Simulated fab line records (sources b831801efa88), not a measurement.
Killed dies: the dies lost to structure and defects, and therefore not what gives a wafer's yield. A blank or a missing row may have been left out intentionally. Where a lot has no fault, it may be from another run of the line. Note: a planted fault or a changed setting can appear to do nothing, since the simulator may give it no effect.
Which tool was responsible? ; flow sky130 ; 13 lots with 39 wafers sampled at 2 steps, on a route of 708 steps

== WHAT THE GAUGES READ, wafer by wafer ==
SKY_SONOS_TUNNEL_CD_MEAS_07 targets a cd of 410 nm.
lot;measured;on;cd_nm (nm)
L394;day 11 15:57;cd_sem-02;411.0 409.7 408.9
L396;day 12 05:31;cd_sem-02;411.5 413.7 411.7
L397;day 12 16:12;cd_sem-02;412.0 411.4 412.0
L400;day 13 14:56;cd_sem-01;414.0 414.2 413.5
L401;day 13 21:33;cd_sem-02;413.3 413.8 414.4
L402;day 14 05:20;cd_sem-02;406.9 408.0 408.3
L405;day 15 10:57;cd_sem-01;414.0 410.7 409.9
L407;day 16 02:50;cd_sem-02;412.1 414.6 412.0
L408;day 16 12:56;cd_sem-01;408.7 409.1 409.7
L409;day 16 17:40;cd_sem-02;409.6 411.2 408.6
L413;day 17 21:26;cd_sem-02;407.5 405.5 407.6
L415;day 18 19:51;cd_sem-02;411.5 409.1 410.2
L416;day 19 01:56;cd_sem-02;411.3 412.9 412.0

SKY_POLY_GATE_OVL_MEAS_14.
lot;measured;on;POLY_GATE_OVL (nm)
L394;day 16 16:10;overlay-02;5 2 1
L396;day 17 06:46;overlay-02;2 -8 -7
L397;day 17 20:25;overlay-02;0 7 1
L400;day 18 23:08;overlay-02;0 -2 0
L401;day 19 06:32;overlay-01;-6 -2 -1
L402;day 19 14:52;overlay-01;8 0 3
L405;day 21 00:04;overlay-02;0 0 -4
L407;day 21 16:22;overlay-02;-13 -2 -5
L408;day 22 04:53;overlay-01;-5 -13 -6
L409;day 22 08:34;overlay-01;11 5 1
L413;day 23 15:46;overlay-01;-1 3 3
L415;day 24 08:46;overlay-02;-7 -5 -10
L416;day 25 06:22;overlay-02;-5 2 0

== WHICH TOOL RAN EACH LOT (tool, then ch and the chambers of the sampled wafers, then the start) ==
Before these readings, the record contains no process step.

== AS READ BY THE TOOLS THEMSELVES (means over the sampled wafers that have a number; for cases with no such wafer, the mark the record gives instead) ==
The record holds no such reading with a usual standard deviation.

== THE ANSWER, worked out from the rows above alone ==
Rule: the usual values come from the lots themselves. The widest of any qualifying gaps counts: lots, ordered by their means at a reading, are off when they make up no more than a third of the lots, leave a main group of 4 or more, and stand apart from it by 3 or more times the standard deviation of that group's means. If all means in a main group match to the digits the tables above print for the reading, that group is not used. Also off: a lot with no number at a reading for which 4 or more lots have one. Where the step has rows for the other lots, those lots are counted as sound. First the gauges in route order, then the tools' own readings, where a lot's mean is used as printed above. The first step at which some lot is off is used, and at that step the reading that is off furthest; a lot without a number counts as furthest.
No lot is off on any of the readings shown, so nothing can be concluded from this.

== WHAT WAS PUT IN BY THE SIMULATOR ==
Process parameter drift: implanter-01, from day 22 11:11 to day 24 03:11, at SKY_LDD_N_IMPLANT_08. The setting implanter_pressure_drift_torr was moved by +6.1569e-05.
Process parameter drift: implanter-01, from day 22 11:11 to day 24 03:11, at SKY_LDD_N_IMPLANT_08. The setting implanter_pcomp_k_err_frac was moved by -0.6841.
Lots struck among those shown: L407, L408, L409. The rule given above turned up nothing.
